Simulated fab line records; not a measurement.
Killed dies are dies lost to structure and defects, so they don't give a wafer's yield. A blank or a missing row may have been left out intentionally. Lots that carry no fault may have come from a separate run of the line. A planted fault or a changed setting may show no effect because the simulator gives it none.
Struck lot and sound lot, side by side + flow sfq line + 17 out of 325 route steps
Sound: these wafers, L284.2, L284.3, L284.5. Struck: wafers L298.5, L298.6 (left out: L298.1, a lot-mate that was not struck); the cause follows at the end.
For every step that has rows: the tool of each side, followed by ch and its chambers, followed by its first start. Under that, the readings that differ: sound wafers + struck wafers + difference of the means + sigmas: that difference in standard deviations of wafers without a fault.
alike: same words and numbers on both sides, and readings whose means sit less than 2 such deviations apart. not compared: any withheld reading, any reading some wafer has no value for, any bound like >300 that may hide the same value, and any number with overlapping values for which the record gives no deviation.
The two part at a step that has a row with sigmas, a row that says differs or no value, or rows on one side only. Numbers that have no deviation but don't overlap get no sigmas and don't part them. A reading that every wafer of one side lacks parts them only if that side has two wafers or more.

SFQ_TRILAYER_C5_BARC_OPEN_VIA_ETCH_210: etches BARC in O2, target depth 125 nm, time 41.7 s.
  sound on rie diel-01 ch 0,2,3, day 68 18:08; struck on rie diel-04 ch 0,3, day 78 11:01
  alike: bias w, drypump motor current A, oes product au
  not compared: rf hours counter h
SFQ_TRILAYER_C5_ETCH_VIA_ETCH_154: etches SiO2 in CHF3, stops on Nb, target depth 84 nm.
  sound on rie diel-01 ch 0,2,3, day 68 18:10; struck on rie diel-04 ch 0,3, day 78 11:03
  alike: bias w, drypump motor current A, oes product au
SFQ_TRILAYER_C5_STRIP_STRIP_155: strips in O2.
  sound on rie metal-03 ch 0,1, day 68 18:13; struck on rie metal-04 ch 0,1, day 78 11:06
| reading                     | sound       | struck  | difference | sigmas |
|-----------------------------|-------------|---------|------------|--------|
| drypump motor current A (A) | 5.3 5.3 5.4 | 6.1 6.2 | +0.8       | +2     |
  alike: oes product au
  not compared: rf hours counter h
then, 2 steps without rows for these wafers: SFQ_TRILAYER_C5_STRIP_SOLV_CLEAN_156 (cleans in NMP, time 600 s); SFQ_TRILAYER_M6_DEP_PRE_CLEAN_158 (time 22.5 s).
SFQ_TRILAYER_M6_DEP_SPUTTER_157: material Nb, target thk 200 nm, time 133.3 s.
  struck on pvd sputter-03, day 78 11:55; sound on pvd sputter-06, day 68 19:13
  alike: chamber pressure pa, throttle valve pct
SFQ_M6_RS_MEAS_938: the measuring method here is four-point-probe.
  struck on film metro-04, day 78 12:00; sound on film metro-01, day 68 19:20
  alike: M6_NB_RS
then, 4 steps without rows for these wafers: SFQ_TRILAYER_M6_LITHO_COAT_164 (resist thk 62 nm); SFQ_TRILAYER_M6_LITHO_COAT_159 (resist thk 600 nm); SFQ_TRILAYER_M6_LITHO_SOFTBAKE_163; SFQ_TRILAYER_M6_LITHO_EXPOSE_160 (exposes mask M6, target cd 500 nm).
-- the record jumps here: 4 days lie between the struck wafers' starts before and after --
SFQ_TRILAYER_M6_LITHO_PEB_162: peb time 60 s.
  sound on litho track-02 ch 0, day 73 15:50; struck on litho track-02 ch 0, day 82 08:48
| reading                  | sound                | struck      | difference                    | sigmas |
|--------------------------|----------------------|-------------|-------------------------------|--------|
| heater power total W (W) | 79.14 79.09 79.15    | 80.88 80.81 | +1.72                         | +29    |
| plate temp C (C)         | 114.87 114.89 114.94 | - -         | no value on the struck wafers |        |
then, 1 step without rows for these wafers: SFQ_TRILAYER_M6_LITHO_DEVELOP_161 (time 60 s).
SFQ_M6_OVL_MEAS_940:
  struck on overlay-01, day 82 09:06; sound on overlay-02, day 73 16:07
  alike: M6_OVL
SFQ_TRILAYER_M6_BARC_OPEN_METAL_ETCH_206: etches BARC in O2, target depth 125 nm, time 41.7 s.
  sound on rie metal-02 ch 0,1, day 73 16:08; struck on rie metal-04 ch 1, day 82 09:08
| reading             | sound           | struck      | difference | sigmas |
|---------------------|-----------------|-------------|------------|--------|
| model.M6.cd nm (nm) | 498.5 499 497.5 | 510.7 510.4 | +12.2      |        |
  alike: bias w, drypump motor current A, oes product au
  not compared: rf hours counter h
SFQ_TRILAYER_M6_ETCH_METAL_ETCH_162: etches Nb in Cl2/Ar, stops on SiO2, target depth 240 nm, time 120 s.
  sound on rie metal-02 ch 0,1, day 73 16:12; struck on rie metal-04 ch 1, day 82 09:15
| reading             | sound             | struck      | difference | sigmas |
|---------------------|-------------------|-------------|------------|--------|
| model.M6.cd nm (nm) | 500.9 501.3 498.4 | 509.6 509.6 | +9.4       |        |
  alike: bias w, drypump motor current A, oes product au
  not compared: rf hours counter h
SFQ_TRILAYER_M6_STRIP_STRIP_163: strips in O2.
  sound on rie metal-02 ch 0,1, day 73 16:19; struck on rie metal-04 ch 1, day 82 09:30
  alike: drypump motor current A, oes product au
  not compared: rf hours counter h

== WHERE THEY PART ==
Last at SFQ_TRILAYER_M6_LITHO_PEB_162 as far as this record goes, first at SFQ_TRILAYER_C5_STRIP_STRIP_155. Later steps at which nothing parts them and some readings are alike: SFQ_M6_OVL_MEAS_940, SFQ_TRILAYER_M6_BARC_OPEN_METAL_ETCH_206, SFQ_TRILAYER_M6_ETCH_METAL_ETCH_162, SFQ_TRILAYER_M6_STRIP_STRIP_163.

WHY: whatever the simulator had introduced
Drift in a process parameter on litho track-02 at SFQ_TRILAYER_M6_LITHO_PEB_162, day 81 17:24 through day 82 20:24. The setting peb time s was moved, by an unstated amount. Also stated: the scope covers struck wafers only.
